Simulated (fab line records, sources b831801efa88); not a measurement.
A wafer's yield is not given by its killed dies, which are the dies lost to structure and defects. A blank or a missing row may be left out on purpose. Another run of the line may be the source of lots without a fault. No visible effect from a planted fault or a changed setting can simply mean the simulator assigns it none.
What tool caused it? / flow gf180mcu / 39 wafers from 13 lots sampled at 3 of the route's 602 steps

== WHAT THE GAUGES SHOWED, per wafer ==
GF_V5_RS_MEAS_24: measurement is done with a four-point probe.
lot=L661; measured=day 27 13:17; on=film_metro-04; V5_W_RS (ohm/sq)=0.327 0.326 0.327
lot=L663; measured=day 27 20:59; on=film_metro-04; V5_W_RS (ohm/sq)=0.324 0.331 0.325
lot=L662; measured=day 27 22:34; on=film_metro-01; V5_W_RS (ohm/sq)=0.318 0.327 0.332
lot=L664; measured=day 28 03:43; on=film_metro-04; V5_W_RS (ohm/sq)=0.320 0.320 0.332
lot=L669; measured=day 29 13:43; on=film_metro-03; V5_W_RS (ohm/sq)=0.333 0.324 0.322
lot=L670; measured=day 30 02:36; on=film_metro-03; V5_W_RS (ohm/sq)=0.330 0.325 0.331
lot=L671; measured=day 30 07:17; on=film_metro-01; V5_W_RS (ohm/sq)=0.331 0.323 0.336
lot=L675; measured=day 31 15:34; on=film_metro-01; V5_W_RS (ohm/sq)=0.326 0.321 0.328
lot=L677; measured=day 32 01:22; on=film_metro-04; V5_W_RS (ohm/sq)=0.331 0.330 0.330
lot=L679; measured=day 32 13:31; on=film_metro-03; V5_W_RS (ohm/sq)=0.321 0.333 0.324
lot=L681; measured=day 33 02:13; on=film_metro-01; V5_W_RS (ohm/sq)=0.327 0.328 0.334
lot=L683; measured=day 33 14:04; on=film_metro-03; V5_W_RS (ohm/sq)=0.326 0.321 0.321
lot=L684; measured=day 33 15:04; on=film_metro-01; V5_W_RS (ohm/sq)=0.328 0.333 0.327

== WHICH TOOL RAN EACH LOT (tool, then ch and the chambers of the sampled wafers, then the start) ==
lot=L661; GF_V4_ETCH_17=rie_diel-01 ch 1,3, day 24 19:08 or earlier; GF_V4_SPUTTER_22=pvd_sputter-01, day 24 19:08
lot=L663; GF_V4_ETCH_17=rie_diel-02 ch 1,2,3, day 25 02:34 or earlier; GF_V4_SPUTTER_22=pvd_sputter-03, day 25 02:34
lot=L662; GF_V4_ETCH_17=rie_diel-04 ch 0,1,3, day 25 05:41 or earlier; GF_V4_SPUTTER_22=pvd_sputter-01, day 25 05:41
lot=L664; GF_V4_ETCH_17=rie_diel-02 ch 0,1, day 25 09:17 or earlier; GF_V4_SPUTTER_22=pvd_sputter-04, day 25 09:17
lot=L669; GF_V4_ETCH_17=rie_diel-01 ch 1,3, day 26 23:02 or earlier; GF_V4_SPUTTER_22=pvd_sputter-01, day 26 23:02
lot=L670; GF_V4_ETCH_17=rie_diel-01 ch 0,1,3, day 27 12:05 or earlier; GF_V4_SPUTTER_22=pvd_sputter-03, day 27 12:05
lot=L671; GF_V4_ETCH_17=rie_diel-02 ch 1,2,3, day 27 19:19 or earlier; GF_V4_SPUTTER_22=pvd_sputter-01, day 27 19:19
lot=L675; GF_V4_ETCH_17=rie_diel-04 ch 0,2,3, day 29 05:11 or earlier; GF_V4_SPUTTER_22=pvd_sputter-03, day 29 05:11
lot=L677; GF_V4_ETCH_17=rie_diel-01 ch 1,2, day 29 15:34 or earlier; GF_V4_SPUTTER_22=pvd_sputter-01, day 29 15:34
lot=L679; GF_V4_ETCH_17=rie_diel-04 ch 1,2,3, day 30 05:02 or earlier; GF_V4_SPUTTER_22=pvd_sputter-01, day 30 05:02
lot=L681; GF_V4_ETCH_17=rie_diel-02 ch 1,3, day 30 19:14 or earlier; GF_V4_SPUTTER_22=pvd_sputter-04, day 30 19:14
lot=L683; GF_V4_ETCH_17=rie_diel-02 ch 1,2,3, day 31 08:47 or earlier; GF_V4_SPUTTER_22=pvd_sputter-03, day 31 08:47
lot=L684; GF_V4_ETCH_17=rie_diel-02 ch 0,3, day 31 10:29 or earlier; GF_V4_SPUTTER_22=pvd_sputter-04, day 31 10:29
- GF_V4_ETCH_17: etches SiO2 in C4F8/O2/Ar, stops on TiN, target depth 630 nm.
- GF_V4_SPUTTER_22: material TiN, target thk 10 nm, time 38.09 s.

== AS READ BY THE TOOLS THEMSELVES (means over the sampled wafers that have a number; for cases with no such wafer, the mark the record gives instead) ==
GF_V4_ETCH_17.
lot=L661; tool=rie_diel-01; oes_product_au (a.u.)=0.859
lot=L663; tool=rie_diel-02; oes_product_au (a.u.)=0.858
lot=L662; tool=rie_diel-04; oes_product_au (a.u.)=0.856
lot=L664; tool=rie_diel-02; oes_product_au (a.u.)=0.851
lot=L669; tool=rie_diel-01; oes_product_au (a.u.)=0.861
lot=L670; tool=rie_diel-01; oes_product_au (a.u.)=0.853
lot=L671; tool=rie_diel-02; oes_product_au (a.u.)=0.856
lot=L675; tool=rie_diel-04; oes_product_au (a.u.)=0.857
lot=L677; tool=rie_diel-01; oes_product_au (a.u.)=0.855
lot=L679; tool=rie_diel-04; oes_product_au (a.u.)=0.852
lot=L681; tool=rie_diel-02; oes_product_au (a.u.)=0.855
lot=L683; tool=rie_diel-02; oes_product_au (a.u.)=0.853
lot=L684; tool=rie_diel-02; oes_product_au (a.u.)=0.860

GF_V4_SPUTTER_22.
lot=L661; tool=pvd_sputter-01; throttle_valve_pct (%)=29.7
lot=L663; tool=pvd_sputter-03; throttle_valve_pct (%)=30.1
lot=L662; tool=pvd_sputter-01; throttle_valve_pct (%)=29.3
lot=L664; tool=pvd_sputter-04; throttle_valve_pct (%)=30.7
lot=L669; tool=pvd_sputter-01; throttle_valve_pct (%)=29.1
lot=L670; tool=pvd_sputter-03; throttle_valve_pct (%)=30.5
lot=L671; tool=pvd_sputter-01; throttle_valve_pct (%)=29.2
lot=L675; tool=pvd_sputter-03; throttle_valve_pct (%)=30.2
lot=L677; tool=pvd_sputter-01; throttle_valve_pct (%)=28.9
lot=L679; tool=pvd_sputter-01; throttle_valve_pct (%)=29.2
lot=L681; tool=pvd_sputter-04; throttle_valve_pct (%)=29.6
lot=L683; tool=pvd_sputter-03; throttle_valve_pct (%)=30.1
lot=L684; tool=pvd_sputter-04; throttle_valve_pct (%)=30.0

== THE ANSWER, worked out from the rows above alone ==
Rule: what is usual is taken from the lots themselves. The widest of any qualifying gaps counts: lots, ordered by their means at a reading, are off when they make up no more than a third of the lots, leave a main group of 4 or more, and stand apart from it by 3 or more times the standard deviation of that group's means. A main group is skipped when, at the precision printed for the reading in the tables above, its means are all equal. A lot without any number at a reading at which 4 lots or more have one is off too. Any other lot the step has rows for is counted as sound. The gauges are gone through in route order, then the tools' own readings, and for those a lot's mean is taken as printed above. The first step at which some lot is off is used, and at that step the reading that is off furthest; a lot without a number counts as furthest.
None of the lots is off at any reading shown; this tells nothing.

== WHAT WAS PUT IN BY THE SIMULATOR ==
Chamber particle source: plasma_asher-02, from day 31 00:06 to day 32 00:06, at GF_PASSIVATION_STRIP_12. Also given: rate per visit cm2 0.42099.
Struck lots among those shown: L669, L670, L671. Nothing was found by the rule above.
